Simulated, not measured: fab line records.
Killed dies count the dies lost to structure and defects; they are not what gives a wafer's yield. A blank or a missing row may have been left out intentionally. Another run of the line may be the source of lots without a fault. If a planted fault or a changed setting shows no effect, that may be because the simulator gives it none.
Matching of chambers | flow sky130 | 4 sister chambers for SKY_VIA2_ETCH_15 on rieDiel-03
The step etches SiO2 in C4F8/O2/Ar, stops on TiN, target depth 546 nm, time 84 s. 20 wafers are shown with their chamber, then 10 later ones without.

== WAFERS WITH THEIR CHAMBER ==
wafer  | chamber | oesProductAu (a.u.)
L074.1 | 3       | 0.941
L074.3 | 0       | 0.938
L074.6 | 1       | 0.931
L075.1 | 2       | 0.944
L075.4 | 1       | 0.944
L075.5 | 1       | 0.943
L077.4 | 1       | 0.944
L077.5 | 1       | 0.939
L077.6 | 0       | 0.947
L079.1 | 1       | 0.935
L079.3 | 0       | 0.942
L079.5 | 2       | 0.934
L080.1 | 1       | 0.942
L080.2 | 2       | 0.946
L080.6 | 1       | 0.943
L081.3 | 1       | 0.949
L081.4 | 0       | 0.944
L081.5 | 0       | 0.941
L087.1 | 1       | 0.942
L087.3 | 2       | 0.939

SIGNATURES, as means of the wafers listed above
reading      | chamber 0 | chamber 1 | chamber 2 | chamber 3 | scatter within a chamber
oesProductAu | 0.94240   | 0.94120   | 0.94075   | 0.94100   | 0.00477
Rule: for a wafer and a chamber, the distance is found by dividing, reading by reading, the gap between the wafer's reading and the chamber's mean by the reading's scatter, squaring, summing and taking the root. If the next closest chamber is less than 2 further off than the closest, the wafer can't be placed; otherwise it belongs to the closest. The scatter: take each reading less its chamber's mean, square it, sum over the shown wafers, divide by the number of wafers less the number of chambers, and take the root.

== WAFERS WITHOUT THEIR CHAMBER ==
wafer  | oesProductAu (a.u.)
L087.4 | 0.942
L091.2 | 0.943
L091.5 | 0.943
L091.6 | 0.944
L095.2 | 0.940
L095.3 | 0.938
L095.6 | 0.943
L096.2 | 0.941
L096.4 | 0.942
L096.6 | 0.933

== WHICH CHAMBER EACH ONE RAN IN ==
wafer  | from the rows above               | in truth
L087.4 | can't be placed: 0 or 1 or 3 or 2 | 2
L091.2 | can't be placed: 0 or 1 or 3 or 2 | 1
L091.5 | can't be placed: 0 or 1 or 3 or 2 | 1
L091.6 | can't be placed: 0 or 1 or 3 or 2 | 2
L095.2 | can't be placed: 2 or 3 or 1 or 0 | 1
L095.3 | can't be placed: 2 or 3 or 1 or 0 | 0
L095.6 | can't be placed: 0 or 1 or 3 or 2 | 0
L096.2 | can't be placed: 3 or 1 or 2 or 0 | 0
L096.4 | can't be placed: 0 or 1 or 3 or 2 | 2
L096.6 | can't be placed: 2 or 3 or 1 or 0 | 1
Correct placement for 0 of the 10. These rows do not allow placing 10 (true chamber among the candidates in 10). Placed wrongly: 0.
